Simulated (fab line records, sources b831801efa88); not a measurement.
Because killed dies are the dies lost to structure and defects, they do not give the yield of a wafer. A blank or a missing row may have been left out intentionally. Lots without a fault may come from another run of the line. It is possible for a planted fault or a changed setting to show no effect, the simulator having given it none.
The tool behind it: which one?	flow gf180mcu	24 lots, 72 wafers sampled, at 6 steps of a route of 602

WHAT THE GAUGES SHOWED, per wafer
GF_HV_LDD_OVL_MEAS_20. Usual: for HV_LDD_01_OVL the level is 0.0 nm and the standard deviation is 1.2.
lot	measured	on	HV_LDD_01_OVL (nm)	flag
L074	day 10 11:13	overlay-01	0.4 -0.9 -0.1	
L075	day 10 19:31	overlay-02	0.9 0.5 -1.8	
L076	day 11 06:29	overlay-01	-1.5 0.9 0.5	
L077	day 11 11:15	overlay-01	-0.2 -1.6 -1.6	
L078	day 11 21:01	overlay-01	0.5 0.6 -0.4	
L079	day 12 09:52	overlay-01	0.1 1.0 0.5	
L080	day 12 18:15	overlay-01	0.6 0.0 -0.5	
L081	day 13 02:38	overlay-02	0.2 0.6 2.0	
L082	day 13 07:39	overlay-02	-2.2 0.1 -2.4	
L083	day 13 14:03	overlay-01	0.7 0.8 -1.5	
L084	day 13 19:02	overlay-02	1.1 0.5 2.0	
L085	day 14 07:50	overlay-02	-2.4 0.3 0.3	
L086	day 14 12:42	overlay-02	1.5 -0.7 -0.7	
L087	day 14 22:59	overlay-01	-0.9 -2.1 -1.9	
L088	day 15 04:14	overlay-01	3.2 0.2 2.2	
L089	day 15 13:07	overlay-01	0.0 -0.6 0.0	
L090	day 15 16:13	overlay-02	0.8 0.3 0.4	
L091	day 16 03:30	overlay-01	-0.6 1.8 0.0	
L092	day 16 16:32	overlay-02	-0.4 0.9 -2.7	
L093	day 16 22:19	overlay-01	1.1 -1.6 -0.7	
L094	day 17 00:15	overlay-01	1.2 -0.6 -0.4	
L095	day 17 11:00	overlay-02	0.2 0.5 0.6	
L096	day 17 19:34	overlay-01	0.2 0.2 -0.7	
L097	day 18 04:44	overlay-02	1.6 -0.4 -0.5	

GF_NSD_TW_MEAS_12. Usual: for NSD_TW the level is 4234 and the standard deviation is 51.
lot	measured	on	NSD_TW	flag
L074	day 13 01:43	film_metro-04	4236 4232 4218	
L075	day 13 11:49	film_metro-01	4160 4190 4171	
L076	day 13 23:22	film_metro-04	4222 4224 4233	
L077	day 14 05:40	film_metro-02	4233 4283 4258	
L078	day 14 13:51	film_metro-01	4207 4200 4198	
L079	day 15 04:57	film_metro-04	4210 4193 4201	
L080	day 15 13:56	film_metro-01	4207 4185 4176	
L081	day 15 22:41	film_metro-01	4174 4176 4174	
L082	day 16 04:14	film_metro-04	4199 4234 4203	
L083	day 16 10:58	film_metro-01	4179 4211 4191	
L084	day 16 15:50	film_metro-04	4219 4220 4223	
L085	day 17 06:46	film_metro-01	4177 4185 4165	
L086	day 17 10:59	film_metro-04	4214 4223 4212	
L087	day 17 20:52	film_metro-02	4304 4311 4314	
L088	day 18 03:40	film_metro-02	4339 4339 4327	
L089	day 18 13:44	film_metro-02	4298 4323 4312	
L090	day 18 17:28	film_metro-04	4202 4234 4240	
L091	day 19 04:32	film_metro-02	4274 4295 4319	
L092	day 19 19:46	film_metro-01	4224 4218 4213	
L093	day 20 01:10	film_metro-02	4285 4328 4323	
L094	day 20 02:38	film_metro-01	4191 4178 4201	
L095	day 20 15:36	film_metro-02	4319 4322 4289	
L096	day 20 22:46	film_metro-02	4303 4280 4286	
L097	day 21 08:31	film_metro-04	4220 4212 4194	

GF_SALICIDE_RS_MEAS_04: the measuring method here is four-point-probe. Usual: for SALICIDE_TIN_RS the level is 16.11 ohm/sq and the standard deviation is 0.26.
lot	measured	on	SALICIDE_TIN_RS (ohm/sq)	flag
L074	day 14 20:45	film_metro-02	15.92 15.99 16.16	
L075	day 15 07:14	film_metro-04	16.25 15.79 16.43	
L076	day 15 18:40	film_metro-02	16.01 15.88 16.07	
L077	day 16 00:59	film_metro-04	16.53 16.21 16.12	
L078	day 16 10:55	film_metro-03	16.14 16.51 16.20	
L079	day 17 01:59	film_metro-04	15.99 15.91 16.00	
L080	day 17 12:28	film_metro-02	16.33 16.35 16.29	
L081	day 17 19:44	film_metro-03	15.91 15.94 16.07	
L082	day 18 01:50	film_metro-02	16.14 16.46 16.15	
L083	day 18 08:47	film_metro-04	15.99 16.51 16.61	
L084	day 18 14:05	film_metro-04	16.42 16.25 16.11	
L085	day 19 06:17	film_metro-02	15.98 15.83 15.98	
L086	day 19 10:24	film_metro-03	16.46 16.19 16.22	
L087	day 19 21:14	film_metro-02	16.14 15.89 15.97	
L088	day 20 04:31	film_metro-04	15.92 16.02 15.83	
L089	day 20 14:34	film_metro-02	15.94 15.99 15.81	
L090	day 20 18:34	film_metro-03	16.17 16.01 16.21	
L091	day 21 05:50	film_metro-02	15.94 16.23 16.01	
L092	day 21 21:13	film_metro-04	15.69 15.66 15.55	
L093	day 22 02:13	film_metro-03	15.95 15.87 16.21	
L094	day 22 03:19	film_metro-03	16.15 16.71 15.83	
L095	day 22 16:22	film_metro-04	16.14 16.26 16.33	
L096	day 23 00:25	film_metro-04	15.91 15.93 15.98	
L097	day 23 09:40	film_metro-04	15.90 16.19 16.51	

GF_TOP_METAL_CD_MEAS_14 targets a cd of 440 nm. Usual: 439.9 nm for cd_nm, sd 2.
lot	measured	on	cd_nm (nm)	flag
L074	day 27 17:49	cd_sem-01	439.5 438.7 437.9	
L075	day 28 05:01	cd_sem-01	439.8 439.9 438.3	
L076	day 28 17:20	cd_sem-02	441.5 443.5 442.0	
L077	day 28 20:13	cd_sem-01	439.3 441.4 442.1	
L078	day 29 05:13	cd_sem-02	439.5 439.7 439.1	
L079	day 29 20:49	cd_sem-02	441.1 439.5 441.7	
L080	day 30 05:44	cd_sem-01	440.0 442.0 441.9	
L081	day 30 10:58	cd_sem-02	439.6 439.6 440.1	
L082	day 30 14:02	cd_sem-01	439.0 438.0 437.6	
L083	day 30 17:33	cd_sem-01	443.6 442.9 442.2	
L084	day 31 04:01	cd_sem-01	439.1 440.9 439.6	
L085	day 31 11:37	cd_sem-01	439.7 438.8 439.2	
L086	day 31 13:57	cd_sem-02	440.0 439.8 439.9	
L087	day 32 01:34	cd_sem-02	439.4 436.1 438.9	
L088	day 32 05:07	cd_sem-02	438.7 438.7 438.6	
L089	day 32 10:11	cd_sem-01	439.9 441.2 438.7	
L090	day 32 16:11	cd_sem-02	440.9 440.5 439.9	
L091	day 32 22:24	cd_sem-02	445.3 444.1 444.7	
L092	day 33 11:44	cd_sem-02	441.3 439.7 442.3	
L093	day 33 12:22	cd_sem-01	440.6 437.4 437.5	
L094	day 33 15:26	cd_sem-01	437.8 436.7 440.1	
L095	day 33 20:23	cd_sem-02	442.2 441.0 440.6	
L096	day 34 04:11	cd_sem-01	439.1 441.6 437.8	
L097	day 34 07:40	cd_sem-01	438.3 438.2 436.4	

TOOL THAT RAN EACH LOT (tool first, then ch and the chambers of the sampled wafers, then the start)
lot	GF_SALICIDE_SPUTTER_02	GF_V3_CVD_23
L074	pvd_sputter-01, day 14 20:41	cvd_w-02 ch 0,1, day 22 01:11
L075	pvd_sputter-01, day 15 07:10	cvd_w-02 ch 0,1, day 22 13:25
L076	pvd_sputter-03, day 15 18:36	cvd_w-02 ch 0,1, day 23 01:07
L077	pvd_sputter-03, day 16 00:55	cvd_w-02 ch 0,1, day 23 08:16
L078	pvd_sputter-03, day 16 10:52	cvd_w-02 ch 0,1, day 23 16:47
L079	pvd_sputter-04, day 17 01:56	cvd_w-01 ch 0,1, day 24 11:47
L080	pvd_sputter-03, day 17 12:24	cvd_w-02 ch 0,1, day 24 20:35
L081	pvd_sputter-04, day 17 19:39	cvd_w-02 ch 0, day 25 03:00
L082	pvd_sputter-03, day 18 01:46	cvd_w-01 ch 0,1, day 25 08:42
L083	pvd_sputter-01, day 18 08:41	cvd_w-01 ch 0,1, day 25 13:04
L084	pvd_sputter-01, day 18 14:02	cvd_w-02 ch 0,1, day 26 00:47
L085	pvd_sputter-01, day 19 06:12	cvd_w-01 ch 1, day 26 10:08
L086	pvd_sputter-03, day 19 10:18	cvd_w-02 ch 0,1, day 26 13:01
L087	pvd_sputter-03, day 19 21:11	cvd_w-02 ch 0,1, day 27 01:53
L088	pvd_sputter-01, day 20 04:28	cvd_w-01 ch 0,1, day 27 05:44
L089	pvd_sputter-01, day 20 14:30	cvd_w-02 ch 0,1, day 27 14:12
L090	pvd_sputter-03, day 20 18:30	cvd_w-02 ch 0,1, day 27 20:16
L091	pvd_sputter-04, day 21 05:45	cvd_w-01 ch 0,1, day 28 03:25
L092	pvd_sputter-01, day 21 21:09	cvd_w-01 ch 0,1, day 28 19:05
L093	pvd_sputter-01, day 22 02:10	cvd_w-02 ch 0,1, day 28 20:16
L094	pvd_sputter-03, day 22 03:15	cvd_w-02 ch 0,1, day 28 22:46
L095	pvd_sputter-04, day 22 16:18	cvd_w-01 ch 0,1, day 29 06:15
L096	pvd_sputter-04, day 23 00:21	cvd_w-02 ch 0,1, day 29 14:44
L097	pvd_sputter-03, day 23 09:37	cvd_w-02 ch 0,1, day 29 21:06
- GF_SALICIDE_SPUTTER_02: material Co, target thk 10 nm, time 20 s.
- GF_V3_CVD_23: deposits W, target thk 350 nm, time 104.9 s.

AS READ BY THE TOOLS THEMSELVES (means over the sampled wafers that have a number; for cases with no such wafer, the mark the record gives instead)
GF_SALICIDE_SPUTTER_02. Usual: 29.9 % for throttle_valve_pct, sd 0.9.
lot	tool	throttle_valve_pct (%)	flag
L074	pvd_sputter-01	29.8	
L075	pvd_sputter-01	30.2	
L076	pvd_sputter-03	29.6	
L077	pvd_sputter-03	29.0	
L078	pvd_sputter-03	29.1	
L079	pvd_sputter-04	30.6	
L080	pvd_sputter-03	28.5	
L081	pvd_sputter-04	31.0	
L082	pvd_sputter-03	29.8	
L083	pvd_sputter-01	30.0	
L084	pvd_sputter-01	29.7	
L085	pvd_sputter-01	29.9	
L086	pvd_sputter-03	28.7	
L087	pvd_sputter-03	29.9	
L088	pvd_sputter-01	29.8	
L089	pvd_sputter-01	29.8	
L090	pvd_sputter-03	29.0	
L091	pvd_sputter-04	31.5	
L092	pvd_sputter-01	29.6	
L093	pvd_sputter-01	29.8	
L094	pvd_sputter-03	29.5	
L095	pvd_sputter-04	31.5	
L096	pvd_sputter-04	30.7	
L097	pvd_sputter-03	29.7	

GF_V3_CVD_23. Usual: heater_power_outer_w 562 W, standard deviation 33; heater_power_w 928 W, standard deviation 56; susceptor_temp_C 399.98 C, standard deviation 0.22.
lot	tool	heater_power_outer_w (W)	heater_power_w (W)	susceptor_temp_C (C)	flag
L074	cvd_w-02	581	965	399.92	
L075	cvd_w-02	581	963	400.32	
L076	cvd_w-02	580	940	399.68	
L077	cvd_w-02	573	965	399.85	
L078	cvd_w-02	562	919	399.75	
L079	cvd_w-01	544	916	399.92	
L080	cvd_w-02	563	910	400.01	
L081	cvd_w-02	602	1002	399.86	
L082	cvd_w-01	553	917	399.98	
L083	cvd_w-01	543	891	399.96	
L084	cvd_w-02	555	921	399.86	
L085	cvd_w-01	563	943	399.65	
L086	cvd_w-02	565	926	399.95	
L087	cvd_w-02	560	913	400.04	
L088	cvd_w-01	559	925	399.96	
L089	cvd_w-02	580	946	400.18	
L090	cvd_w-02	579	961	399.90	
L091	cvd_w-01	557	917	400.06	
L092	cvd_w-01	555	935	399.97	
L093	cvd_w-02	559	914	400.19	
L094	cvd_w-02	564	924	400.15	
L095	cvd_w-01	554	928	399.95	
L096	cvd_w-02	556	921	400.08	
L097	cvd_w-02	583	963	399.70	

THE ANSWER, worked out from the rows above alone
Rule: lot off if the mean of its wafers having a number is beyond 3 standard deviations from the usual mean. Also off: a lot with no number at a reading for which 4 or more lots have one. Where the step has rows for the other lots, those lots are counted as sound. The gauges are gone through in route order, then the tools' own readings, and for those a lot's mean is taken as printed above. The first step at which some lot is off is used, and at that step the reading that is off furthest; a lot without a number counts as furthest.
Across all readings shown, no lot is off: no conclusion can be drawn from this.

WHAT WAS PUT IN BY THE SIMULATOR
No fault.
